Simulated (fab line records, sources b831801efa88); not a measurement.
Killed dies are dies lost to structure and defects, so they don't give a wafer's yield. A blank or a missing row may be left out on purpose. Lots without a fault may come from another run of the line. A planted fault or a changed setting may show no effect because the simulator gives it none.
Chamber matching | flow gf180mcu | GF_POLY_GATE_ETCH_12 on rie_diel-04: 4 sister chambers
The step etches BARC in N2/H2. 4 wafers are shown with their chamber, then 8 later ones without.

WAFERS WITH THEIR CHAMBER
wafer  | chamber | drypump_motor_current_A (A)
L525.6 | 1       | 4.8
L528.2 | 0       | 5.6
L528.6 | 2       | 6.0
L536.1 | 3       | 5.5

WAFERS WITHOUT THEIR CHAMBER
wafer  | drypump_motor_current_A (A)
L536.3 | 6.0
L536.5 | 4.8
L538.1 | 5.6
L538.2 | 4.8
L538.4 | 6.0
L542.1 | 5.6
L542.2 | 5.4
L542.5 | 6.0

WHICH CHAMBER EACH WENT THROUGH
wafer  | from the rows above | in truth
L536.3 | 2                   | 2
L536.5 | 1                   | 1
L538.1 | 0                   | 0
L538.2 | 1                   | 1
L538.4 | 2                   | 2
L542.1 | 0                   | 0
L542.2 | 3                   | 3
L542.5 | 2                   | 2
Placed correctly: 8 of 8. Can't be placed from these rows: 0. Placed wrongly: 0.
How it was worked out, from the rows above alone: a wafer's distance from a chamber is the root of the sum, over the readings, of the square of ((its reading less the chamber's mean) divided by the reading's scatter). The wafer belongs to the nearest chamber; if the next one is less than 2 further off, it can't be placed. A chamber's mean is the mean of its shown wafers. The scatter: with one shown wafer a chamber, the root of the mean of the squares of how far each hidden wafer lies from its nearest shown one.
